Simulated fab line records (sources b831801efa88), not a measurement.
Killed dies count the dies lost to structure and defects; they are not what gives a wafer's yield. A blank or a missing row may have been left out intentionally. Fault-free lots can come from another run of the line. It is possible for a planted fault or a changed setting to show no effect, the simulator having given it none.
Which of the tools did it? ; flow sky130 ; 7 lots, 20 wafers sampled, at 1 step of a route of 708

## WHAT THE GAUGES SHOWED, per wafer
SKY_DNWELL_TW_MEAS_09.
lot;measured;on;DNWELL_TW
L873;day 3 18:04;film metro-02;1110 1109 1108
L875;day 4 00:15;film metro-03;1087 1080 1086
L880;day 5 03:02;film metro-03;1088 1086 1084
L882;day 5 21:08;film metro-03;1090 1090 1091
L884;day 6 03:13;film metro-02;1103 1101
L891;day 8 01:33;film metro-01;1139 1133 1128
L894;day 8 07:36;film metro-03;1096 1087 1092

## TOOL THAT RAN EACH LOT (tool first, then ch and the chambers of the sampled wafers, then the start)
No process step before these readings appears in the record.

## THE ANSWER, worked out from the rows above alone
Rule: the usual values come from the lots themselves. The widest of any qualifying gaps counts: lots, ordered by their means at a reading, are off when they make up no more than a third of the lots, leave a main group of 4 or more, and stand apart from it by 3 or more times the standard deviation of that group's means. A main group is skipped when, at the precision printed for the reading in the tables above, its means are all equal. Also off: a lot with no number at a reading for which 4 or more lots have one. All remaining lots with rows at the step are treated as sound.
Nothing can be told from this: no lot is off at any reading shown.

## WHAT THE SIMULATOR HAD INSERTED
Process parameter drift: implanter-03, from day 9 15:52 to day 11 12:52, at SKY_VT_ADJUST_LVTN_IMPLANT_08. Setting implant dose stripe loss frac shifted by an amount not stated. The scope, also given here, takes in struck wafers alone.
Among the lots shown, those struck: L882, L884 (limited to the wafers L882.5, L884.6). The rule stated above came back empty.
